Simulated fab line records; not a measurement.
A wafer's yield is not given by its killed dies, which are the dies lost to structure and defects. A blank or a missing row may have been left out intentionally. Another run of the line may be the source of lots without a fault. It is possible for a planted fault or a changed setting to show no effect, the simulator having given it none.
Which tool did it? | flow sky130 | route of 708 steps, sampled at 1 step: 12 lots, 36 wafers

WHAT THE GAUGES SHOWED, per wafer
SKY_CONTACT_THK_MEAS_01.
lot  | measured     | on            | CONTACT_CVD_00_THK (nm)
L075 | day 31 05:41 | film metro-02 | 73.5 74.1 75.1
L077 | day 32 06:20 | film metro-01 | 73.8 74.9 75.3
L079 | day 32 18:35 | film metro-04 | 74.1 74.2 75.8
L081 | day 33 13:28 | film metro-01 | 75.6 74.1 74.9
L083 | day 34 15:17 | film metro-01 | 73.9 76.5 74.8
L086 | day 34 23:23 | film metro-02 | 74.6 76.2 74.6
L087 | day 35 12:08 | film metro-01 | 73.4 74.8 74.5
L089 | day 36 01:13 | film metro-02 | 76.2 75.0 73.2
L091 | day 36 11:42 | film metro-04 | 73.9 76.1 76.4
L093 | day 36 23:30 | film metro-01 | 75.2 77.0 76.5
L094 | day 37 23:33 | film metro-01 | 72.7 74.7 76.3
L097 | day 38 03:10 | film metro-02 | 72.7 75.9 75.3

EACH LOT AND THE TOOL THAT RAN IT (in order: tool; ch and the chambers of the sampled wafers; start)
Before these readings, the record contains no process step.

THE ANSWER, worked out from the rows above alone
Rule: what is usual is taken from the lots themselves. The widest of any qualifying gaps counts: lots, ordered by their means at a reading, are off when they make up no more than a third of the lots, leave a main group of 4 or more, and stand apart from it by 3 or more times the standard deviation of that group's means. The tables above print the reading to a certain number of digits; a main group whose means all agree to those digits is not used. A lot without any number at a reading at which 4 lots or more have one is off too. The other lots that the step has rows for count as sound.
None of the lots is off at any reading shown; this tells nothing.

WHAT THE SIMULATOR HAD INSERTED
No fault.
